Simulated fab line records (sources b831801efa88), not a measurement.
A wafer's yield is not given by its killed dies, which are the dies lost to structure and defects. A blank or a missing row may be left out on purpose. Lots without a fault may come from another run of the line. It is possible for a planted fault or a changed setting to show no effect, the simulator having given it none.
Comparing a struck lot with a sound one | flow sky130 | 15 steps out of a route of 708
Sound: wafers L264.2, L264.3, L264.4. Wafers L257.1, L257.2, L257.6 were the ones struck. The cause is given at the end.
At each step with rows: each side's tool, then ch and its chambers, then its first start. Under that, the readings that differ: sound wafers | struck wafers | difference of the means | sigmas: that difference in standard deviations of wafers without a fault.
alike: same words and numbers on both sides, and readings whose means sit less than 2 such deviations apart. not compared: any withheld reading, any reading some wafer has no value for, any bound like >300 that may hide the same value, and any number with overlapping values for which the record gives no deviation.
Wherever a step has rows on one side only, a row that says differs or no value, or a row with sigmas, the two part there. Numbers that have no deviation but don't overlap get no sigmas and don't part them. Lack of a reading on every wafer of one side parts them only where that side has two or more wafers.

SKY_CONTACT_CMP_27: polishes, stops on SiO2, t overpolish 15 s, target thk 0 nm.
  sound on cmp-01 ch 0,1,3, day 35 07:46; struck on cmp-01 ch 0,3, day 33 02:55
  alike: motor current A, overpolish run s, time to endpoint s
SKY_METAL1_SPUTTER_00: material Ti, target thk 15 nm, time 10 s.
  struck on pvd sputter-01, day 33 03:10; sound on pvd sputter-02, day 35 08:04
  alike: cathode dc power W, throttle valve pct
then, 1 step without rows for these wafers: SKY_METAL1_SPUTTER_01 (material TiN, target thk 20 nm, time 16.7 s).
SKY_METAL1_SPUTTER_02: material AlCu, target thk 250 nm, time 13.3 s.
  struck on pvd sputter-01, day 33 03:13; sound on pvd sputter-02, day 35 08:07
  alike: cathode dc power W, throttle valve pct
SKY_METAL1_SPUTTER_03: material Ti, target thk 5 nm, time 3.3 s.
  struck on pvd sputter-01, day 33 03:14; sound on pvd sputter-02, day 35 08:08
  alike: cathode dc power W, throttle valve pct
SKY_METAL1_SPUTTER_04: material TiN, target thk 70 nm, time 58.3 s.
  struck on pvd sputter-01, day 33 03:16; sound on pvd sputter-02, day 35 08:10
  alike: cathode dc power W, throttle valve pct
SKY_METAL1_RS_MEAS_05: the measuring method here is four-point-probe.
  struck on film metro-02, day 33 03:19; sound on film metro-02, day 35 08:14
  alike: METAL1_ALCU_RS
SKY_METAL1_THK_MEAS_06: measures by xrf.
  struck on film metro-02, day 33 03:26; sound on film metro-02, day 35 08:20
  alike: METAL1_ALCU_THK
then, 4 steps without rows for these wafers: SKY_METAL1_DEHYDRATE_07 (time 60 s); SKY_METAL1_HMDS_08 (prime time 60 s); SKY_METAL1_COAT_09 (resist thk 60 nm); SKY_METAL1_COAT_10 (resist thk 450 nm).
SKY_METAL1_SOFTBAKE_11: time 90 s.
  sound on litho track-02 ch 0, day 35 20:00; struck on litho track-01 ch 0, day 33 16:00
  reading                  | sound                | struck               | difference | sigmas
  heater power total W (W) | 57.34 57.46 57.29    | 58.93 58.90 58.69    | +1.48      | +13
  run length s (s)         | 118.94 118.97 119.07 | 112.19 112.06 112.10 | -6.88      | -33
then, 1 step without rows for these wafers: SKY_METAL1_EXPOSE_12 (exposes mask MM1, target cd 140 nm).
-- the record jumps here: 13 days lie between the struck wafers' starts before and after (it left off in module METAL1 and takes up again in module PAD_OPEN, whose first step shown is number 708 of the route) --
SKY_PAD_OPEN_PROBE_99:
  struck on prober-02, day 46 23:27; sound on prober-01, day 48 16:20
  alike: defect limited yield, killed_at_M0_to_M3, killed_at_M4_up, killed at contacts, killed at front end, killed at other, killed dies, killed open, killed short, sort_bin_3_pad_short, sort_bin_5_function, sort_bin_6_memory, sort n pass, sort yield pct

WHERE THEY PART
At SKY_METAL1_SOFTBAKE_11 and nowhere else, as far as this record goes. Later steps at which nothing parts them and some readings are alike: SKY_PAD_OPEN_PROBE_99.

WHY: what had been put in by the simulator
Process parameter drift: litho track-01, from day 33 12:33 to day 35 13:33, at SKY_METAL1_SOFTBAKE_11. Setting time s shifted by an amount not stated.
